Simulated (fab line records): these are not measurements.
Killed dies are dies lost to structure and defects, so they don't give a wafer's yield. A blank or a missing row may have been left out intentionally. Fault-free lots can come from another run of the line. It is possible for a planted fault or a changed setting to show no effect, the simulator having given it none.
Which tool did it? ; flow gf180mcu ; Sampling: 6 lots, 18 wafers, 4 of 602 route steps

## WHAT THE GAUGES SHOWED, per wafer
GF_M5_CD_MEAS_07 targets a cd of 280 nm.
lot;measured;on;cd nm (nm)
L997;day 26 14:08;cd sem-02;280.1 279.5 280.4
L100;day 27 12:31;cd sem-02;279.6 280.1 279.2
L104;day 28 17:43;cd sem-01;279.0 278.8 279.1
L106;day 29 11:43;cd sem-01;280.3 280.5 280.7
L112;day 31 04:52;cd sem-02;279.2 279.4 278.9
L118;day 32 13:40;cd sem-02;278.4 278.9 278.9

## WHICH TOOL RAN EACH LOT (tool, then ch and the chambers of the sampled wafers, then the start)
lot;GF_M4_METAL_ETCH_16;GF_MIM_SPUTTER_07;GF_MIM_METAL_ETCH_19
L997;rie metal-03 ch 0,1, day 23 17:26;pvd sputter-01, day 24 18:40;rie metal-02 ch 0,1, day 25 16:32
L100;rie metal-04 ch 0,1, day 24 18:22;pvd sputter-02, day 25 18:56;rie metal-01 ch 1, day 26 16:01
L104;rie metal-01 ch 1, day 26 03:43;pvd sputter-04, day 27 03:07;rie metal-04 ch 0,1, day 27 22:11
L106;rie metal-01 ch 0,1, day 26 21:34;pvd sputter-04, day 27 20:45;rie metal-04 ch 0,1, day 28 15:58
L112;rie metal-04 ch 0,1, day 28 18:25;pvd sputter-02, day 29 16:40;rie metal-04 ch 0, day 30 10:52
L118;rie metal-03 ch 0,1, day 30 06:07;pvd sputter-01, day 31 03:43;rie metal-01 ch 0,1, day 31 20:50
- GF_M4_METAL_ETCH_16: etches the open film in Cl2/BCl3, stops on SiO2, target depth 750.8 nm, time 125.1 s.
- GF_MIM_SPUTTER_07: material TiN, target thk 60 nm, time 50 s.
- GF_MIM_METAL_ETCH_19: etches the open film in Cl2/BCl3, stops on Si3N4, target depth 324.5 nm, time 54.1 s.

## THE ANSWER, worked out from the rows above alone
Rule: what is usual is taken from the lots themselves. Put in order of their means at a reading, lots are off if they are a third of the lots or fewer, leave a main group of 4 or more, and stand apart from it by a gap of 3 or more times the standard deviation of the main group's means; of several such gaps the widest counts. A main group whose means are all the same, to the digits that the tables above print for the reading, isn't used. Also off: a lot with no number at a reading for which 4 or more lots have one. Where the step has rows for the other lots, those lots are counted as sound.
Across all readings shown, no lot is off: no conclusion can be drawn from this.

## WHAT WAS PUT IN BY THE SIMULATOR
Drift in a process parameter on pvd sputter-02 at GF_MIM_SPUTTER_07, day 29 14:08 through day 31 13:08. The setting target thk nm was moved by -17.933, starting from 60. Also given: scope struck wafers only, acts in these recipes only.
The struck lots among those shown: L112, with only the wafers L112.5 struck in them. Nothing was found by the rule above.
